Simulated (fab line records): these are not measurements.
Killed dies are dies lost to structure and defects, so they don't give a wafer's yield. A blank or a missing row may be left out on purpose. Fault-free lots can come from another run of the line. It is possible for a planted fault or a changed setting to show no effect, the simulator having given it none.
A single fault, viewed from 2 desks || flow gf180mcu || each desk holds nothing but its own numbers, with what lay behind them at the end

## AT THE TOOL OWNER'S DESK: cmp-01
The tool's own readings at GF_V3_CMP_04 (polishes SiO2): means of the sampled wafers that have a number, for each lot that ran on this tool. The brackets show how far a lot's mean lies from the usual mean; more than 4 standard deviations puts the lot out of limits, marked OUT.
Columns: A = motor current A at GF_V3_CMP_04, usual 11.6 A; B = time to endpoint s at GF_V3_CMP_04, usual 85 s
{"lot": "L373", "first seen here": "day 21 12:24", "A": 11.9, "B": 85}
{"lot": "L375", "first seen here": "day 22 17:02", "A": 11.8, "B": "45 (-5.4) OUT"}
{"lot": "L377", "first seen here": "day 23 23:11", "A": 11.5, "B": "51 (-4.6) OUT"}
{"lot": "L386", "first seen here": "day 26 05:00", "A": 11.1, "B": 85}
{"lot": "L390", "first seen here": "day 27 06:41", "A": 11.2, "B": 89}
{"lot": "L391", "first seen here": "day 27 17:18", "A": 11.0, "B": 88}
{"lot": "L392", "first seen here": "day 27 21:42", "A": 12.0, "B": 85}
{"lot": "L393", "first seen here": "day 28 04:23", "A": 10.6, "B": 94}
{"lot": "L395", "first seen here": "day 28 20:46", "A": 11.5, "B": 94}
Finding of this desk: L375, L377 out of limits; the first was L375 at day 22 17:02, on time to endpoint s at GF_V3_CMP_04. L373, L386, L390, L391, L392, L393, L395: within limits.

## METROLOGY DESK
What the gauges read for every lot (on any tool): the sampled wafers with a number, averaged. The brackets show how far a lot's mean lies from the usual mean; more than 4 standard deviations puts the lot out of limits, marked OUT.
Columns: A = V2_OVL at GF_V2_OVL_MEAS_15, usual 3 nm; B = V2_W_THK at GF_V2_THK_MEAS_25, usual 366 nm; C = M3_OVL at GF_M3_OVL_MEAS_15, usual 0 nm
{"lot": "L372", "first seen here": "day 20 07:20", "A": 7, "B": 372, "C": 2}
{"lot": "L373", "first seen here": "day 20 09:50", "A": 1, "B": 365, "C": 4}
{"lot": "L375", "first seen here": "day 21 15:11", "A": 4, "B": 368, "C": -4}
{"lot": "L377", "first seen here": "day 22 21:11", "A": 10, "B": 366, "C": 3}
{"lot": "L385", "first seen here": "day 25 04:05", "A": 0, "B": 371, "C": -5}
{"lot": "L386", "first seen here": "day 25 05:14", "A": 0, "B": 367, "C": 1}
{"lot": "L388", "first seen here": "day 25 23:08", "A": 2, "B": 366, "C": -5}
{"lot": "L389", "first seen here": "day 26 01:08", "A": 6, "B": 370, "C": 6}
{"lot": "L390", "first seen here": "day 26 09:02", "A": -3, "B": 374, "C": 6}
{"lot": "L391", "first seen here": "day 26 18:41", "A": -6, "B": 380, "C": -1}
{"lot": "L392", "first seen here": "day 26 22:14", "A": 5, "B": 364, "C": -4}
{"lot": "L393", "first seen here": "day 27 05:44", "A": 7, "B": 364, "C": -4}
{"lot": "L394", "first seen here": "day 27 13:26", "A": -2, "B": 359, "C": -0}
{"lot": "L395", "first seen here": "day 27 22:41", "A": 5, "B": 364, "C": 6}
This desk's verdict: no lot among the 14 shows anything out of limits.

## TAKEN TOGETHER
At day 22 17:02, on L375, L377, the tool owner's desk was in a position to raise an alarm.
The metrology desk saw nothing out of limits.
The metrology desk has L375, L377 on record, within its limits.
Every lot named ran GF_V3_CMP_04 on cmp-01.

## WHAT THE SIMULATOR PUT IN
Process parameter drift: cmp-01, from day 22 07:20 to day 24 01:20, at GF_V3_CMP_04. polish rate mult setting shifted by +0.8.
Shown lots that were struck: L375, L377.
Time in hours from fault onset to the first out-of-limits reading at each desk: the tool owner's desk, 10.
